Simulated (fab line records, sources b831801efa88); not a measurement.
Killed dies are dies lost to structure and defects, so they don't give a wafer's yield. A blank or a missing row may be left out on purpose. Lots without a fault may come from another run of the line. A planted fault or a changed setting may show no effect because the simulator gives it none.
Problem report in the 8D (eight disciplines) form, filled by code | flow sky130 | the parts of the form that need people (team, actions taken, sign-off) are left out

1. THE PROBLEM
LI_CONTACT_HDPCVD_THK at SKY_LI_CONTACT_THK_MEAS_01 reads a mean of 480 nm on 6 wafers of 2 lots; wafers without a fault read 935 nm with a standard deviation of 10. That is -45 standard deviations from the usual mean.
First seen on wafer L408.1, day 31 19:32, on film_metro-01. The record holds 39 wafers of 13 lots with a number at this step. Rule for "out", or "out of limits": more than 4 standard deviations from the usual mean. The other wafers with a number count as sound.

2. WHAT IT IS AND WHAT IT IS NOT
question                    | is                     | is not
which readings at this step | LI_CONTACT_HDPCVD_THK  | -
which lots                  | L408, L409             | L397, L398, L399, L400, L403, L414, L416, L417, L418, L419, L420
which wafers of those lots  | all that have a number | -
read on which gauges        | film_metro-01          | film_metro-03, film_metro-04
when                        | from day 31 19:32      | up to then (15 sound wafers); but 18 sound wafers of L414, L416, L417, L418, L419, L420 came after

3. SUSPECTS, AND WHAT RULES EACH OUT
Counting: a tool at a process step up to the reading stays a suspect if it ran every lot that is out and no sound lot after the first of them.
- the gauge at SKY_LI_CONTACT_THK_MEAS_01: ruled out. All the wafers that are out were read on film_metro-01, but those of them that SKY_LI_CONTACT_ETCH_15 has rows for are out there too, on other tools.
- hdpcvd-01 at SKY_LI_CONTACT_HDPCVD_00 (deposits PSG, target thk 930 nm, time 155 s): ruled out as a lasting fault. Sound lots L417, L418 ran on it after its first lot that is out, L408 (day 31 19:25).
Left after counting: nothing in the record.

4. THE CAUSE (what the simulator had put in)
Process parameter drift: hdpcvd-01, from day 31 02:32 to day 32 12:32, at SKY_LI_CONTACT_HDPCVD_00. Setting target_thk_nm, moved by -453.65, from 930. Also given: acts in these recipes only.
Counting ruled it out, wrongly: the rule takes a fault to strike every lot that its tool runs from its start on, and this one did not.

5. THE CHAIN OF EFFECTS, in route order
Each row: a reading whose mean over the struck wafers that have a number lies more than 3 standard deviations from the usual. Only readings for which the record gives a usual standard deviation are gone through. hours: the time from each lot's start at the first step in this table that gives one to its start at this step, as a median over the lots. sigmas: the change in usual standard deviations.
hours | step                       | reading               | usual      | on struck wafers | change | sigmas
0     | SKY_LI_CONTACT_THK_MEAS_01 | LI_CONTACT_HDPCVD_THK | 935 nm     | 480              | -455   | -45
28    | SKY_LI_CONTACT_ETCH_15     | oes_product_au        | 0.836 a.u. | 0.745            | -0.091 | -20
The process steps in it:
- SKY_LI_CONTACT_ETCH_15: etches PSG in C4F8/O2/Ar, stops on Si, target depth 600 nm.

6. WHAT WOULD HAVE CAUGHT IT SOONER
In this record the first reading out of limits at a measuring or inspecting step was taken at day 31 19:32, 17 hours after the fault began at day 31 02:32.
Of the tool readings at SKY_LI_CONTACT_HDPCVD_00 for which the record gives a usual standard deviation, none was out on any struck wafer, so an alarm limit of 4 standard deviations on them would not have fired.
